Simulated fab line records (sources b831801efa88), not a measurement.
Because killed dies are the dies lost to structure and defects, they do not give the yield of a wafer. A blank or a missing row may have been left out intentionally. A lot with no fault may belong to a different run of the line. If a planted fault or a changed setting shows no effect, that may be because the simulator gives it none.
Struck lot and sound lot, side by side ; flow sfq_line ; 41 out of 325 route steps
Sound: these wafers, L388.1, L388.2, L388.5. The struck wafers were L394.3, L394.5, L394.6. The cause is named last.
At each step with rows: each side's tool, then ch and its chambers, then its first start. Under that, the readings that differ: sound wafers ; struck wafers ; difference of the means ; sigmas: that difference in standard deviations of wafers without a fault.
alike: readings whose means differ by less than 2 such deviations, and words and numbers that are the same on both sides. not compared: withheld readings, readings that some wafer has no value for, bounds like >300 that may hide the same value, and numbers for which the record gives no deviation and whose values overlap.
Wherever a step has rows on one side only, a row that says differs or no value, or a row with sigmas, the two part there. When numbers do not overlap yet have no deviation, they are printed without sigmas and do not part them. A reading that every wafer of one side lacks parts them only if that side has two wafers or more.

first, 1 step without rows for these wafers: SFQ_TRILAYER_M2_DEP_PRE_CLEAN_056 (time 22.5 s).
SFQ_TRILAYER_M2_DEP_SPUTTER_055: material Nb, target thk 200 nm, time 133.3 s.
  sound: pvd_sputter-05 at day 17 03:26; struck: pvd_sputter-06 at day 18 21:20
  alike: chamber_pressure_pa, throttle_valve_pct
SFQ_M2_RS_MEAS_914: a four-point-probe measurement.
  sound: film_metro-03 at day 17 03:31; struck: film_metro-01 at day 18 21:28
  alike: M2_NB_RS
then, 6 steps without rows for these wafers: SFQ_TRILAYER_M2_LITHO_COAT_062 (resist thk 62 nm); SFQ_TRILAYER_M2_LITHO_COAT_057 (resist thk 600 nm); SFQ_TRILAYER_M2_LITHO_SOFTBAKE_061; SFQ_TRILAYER_M2_LITHO_EXPOSE_058 (exposes mask M2, target cd 500 nm); SFQ_TRILAYER_M2_LITHO_PEB_060 (peb time 60 s); SFQ_TRILAYER_M2_LITHO_DEVELOP_059 (time 60 s).
-- the record jumps here: 3 days lie between the struck wafers' starts before and after --
SFQ_M2_OVL_MEAS_916:
  sound: overlay-02 at day 19 21:32; struck: overlay-01 at day 21 13:54
reading;sound;struck;difference;sigmas
M2_OVL (nm);-11 -3 -10;0 7 4;+12;+2
SFQ_TRILAYER_M2_BARC_OPEN_METAL_ETCH_077: etches BARC in O2, target depth 125 nm, time 41.7 s.
  sound on rie_metal-02 ch 0,1, day 19 21:34; struck on rie_metal-02 ch 0,1, day 21 13:56
  alike: drypump_motor_current_A, oes_product_au, rf_fwd_power_W, run_length_s
  not compared: rf_hours_counter_h
SFQ_TRILAYER_M2_ETCH_METAL_ETCH_060: etches Nb in Cl2/Ar, stops on SiO2, target depth 240 nm, time 120 s.
  sound on rie_metal-02 ch 0,1, day 19 21:38; struck on rie_metal-02 ch 0,1, day 21 14:01
reading;sound;struck;difference;sigmas
oes_product_au (a.u.);0.891 0.897 0.889;0.997 1.005 1.003;+0.109;+14
rf_fwd_power_W (W);597.3 595.3 596.0;- - -;no value on the struck wafers;
run_length_s (s);148.52 148.11 148.17;123.15 123.00 123.52;-25.04;-93
model.KrF_of_TRILAYER_M2_LITHO_COAT_057.thk_nm (nm);387.5 387.7 386.9;415.1 413.1 412.5;+26.2;
model.M2.feature_depth_nm (nm);199.4 200.7 199.2;189.3 190.5 190.4;-9.7;
model.etch.depth_nm (nm);199.4 200.7 199.2;189.3 190.5 190.4;-9.7;
  alike: drypump_motor_current_A
  not compared: rf_hours_counter_h
SFQ_TRILAYER_M2_STRIP_STRIP_061: strips in O2.
  sound on rie_metal-02 ch 0,1, day 19 21:46; struck on rie_metal-02 ch 0,1, day 21 14:19
  alike: drypump_motor_current_A, oes_product_au
  not compared: rf_hours_counter_h
then, 3 steps without rows for these wafers: SFQ_TRILAYER_M2_STRIP_SOLV_CLEAN_062 (cleans in NMP, time 600 s); SFQ_TRILAYER_I2_DEP_PECVD_063 (deposits SiO2 from SiH4/N2O, time 111.11 s, target thk 500 nm); SFQ_TRILAYER_I2_CMP_CMP_064 (polishes SiO2).
SFQ_I2_BOW_MEAS_917:
  sound: film_metro-03 at day 20 06:13; struck: film_metro-03 at day 22 06:12
  alike: I2_BOW
then, 7 steps without rows for these wafers: SFQ_TRILAYER_I2_METRO_MEASURE_065; SFQ_TRILAYER_I2_VIA_LITHO_COAT_072 (resist thk 62 nm); SFQ_TRILAYER_I2_VIA_LITHO_COAT_067 (resist thk 650 nm); SFQ_TRILAYER_I2_VIA_LITHO_SOFTBAKE_071; SFQ_TRILAYER_I2_VIA_LITHO_EXPOSE_068 (exposes mask I2, target cd 500 nm); SFQ_TRILAYER_I2_VIA_LITHO_PEB_070 (peb time 60 s); SFQ_TRILAYER_I2_VIA_LITHO_DEVELOP_069 (time 60 s).
-- the record jumps here: 4 days lie between the struck wafers' starts before and after --
SFQ_I2_OVL_MEAS_918:
  sound: overlay-02 at day 24 19:58; struck: overlay-02 at day 26 13:53
  alike: I2_OVL
then, 2 steps without rows for these wafers: SFQ_TRILAYER_I2_VIA_BARC_OPEN_VIA_ETCH_096 (etches BARC in O2, target depth 125 nm, time 41.7 s); SFQ_TRILAYER_I2_VIA_ETCH_VIA_ETCH_070 (etches SiO2 in CHF3, stops on Nb, target depth 260 nm).
SFQ_TRILAYER_I2_VIA_STRIP_STRIP_071: strips in O2.
  sound on rie_metal-02 ch 0,1, day 24 20:10; struck on rie_metal-01 ch 0,1, day 26 14:16
  alike: drypump_motor_current_A, oes_product_au
  not compared: rf_hours_counter_h
then, 3 steps without rows for these wafers: SFQ_TRILAYER_I2_VIA_STRIP_SOLV_CLEAN_072 (cleans in NMP, time 600 s); SFQ_TRILAYER_M3_DEP_PRE_CLEAN_074 (time 22.5 s); SFQ_TRILAYER_M3_DEP_SPUTTER_073 (material Nb, target thk 200 nm, time 133.3 s).
SFQ_M3_RS_MEAS_919: a four-point-probe measurement.
  sound: film_metro-04 at day 24 21:04; struck: film_metro-04 at day 26 15:00
  alike: M3_NB_RS
then, 6 steps without rows for these wafers: SFQ_TRILAYER_M3_LITHO_COAT_080 (resist thk 62 nm); SFQ_TRILAYER_M3_LITHO_COAT_075 (resist thk 600 nm); SFQ_TRILAYER_M3_LITHO_SOFTBAKE_079; SFQ_TRILAYER_M3_LITHO_EXPOSE_076 (exposes mask M3, target cd 500 nm); SFQ_TRILAYER_M3_LITHO_PEB_078 (peb time 60 s); SFQ_TRILAYER_M3_LITHO_DEVELOP_077 (time 60 s).
-- the record jumps here: 4 days lie between the struck wafers' starts before and after --
SFQ_M3_OVL_MEAS_921:
  sound: overlay-01 at day 29 03:22; struck: overlay-01 at day 30 18:59
  alike: M3_OVL
SFQ_TRILAYER_M3_BARC_OPEN_METAL_ETCH_100: etches BARC in O2, target depth 125 nm, time 41.7 s.
  sound on rie_metal-04 ch 0,1, day 29 03:25; struck on rie_metal-03 ch 0,1, day 30 19:02
reading;sound;struck;difference;sigmas
drypump_motor_current_A (A);5.07 4.85 4.85;5.40 5.42 5.28;+0.44;+3
  alike: oes_product_au, rf_fwd_power_W, run_length_s
  not compared: rf_hours_counter_h
-- the record jumps here: 49 days lie between the struck wafers' starts before and after --
SFQ_M8_BOW_MEAS_951:
  sound: film_metro-01 at day 78 02:13; struck: film_metro-02 at day 79 09:28
reading;sound;struck;difference;sigmas
model.etest.m2.comb_log10_ohm;12 12 12;0 0 0;-12;
  alike: M8_BOW

WHERE THEY PART
Last at SFQ_TRILAYER_M3_BARC_OPEN_METAL_ETCH_100 as far as this record goes, first at SFQ_M2_OVL_MEAS_916. Later steps at which nothing parts them and some readings are alike: SFQ_M8_BOW_MEAS_951.

WHY: what the simulator had put in
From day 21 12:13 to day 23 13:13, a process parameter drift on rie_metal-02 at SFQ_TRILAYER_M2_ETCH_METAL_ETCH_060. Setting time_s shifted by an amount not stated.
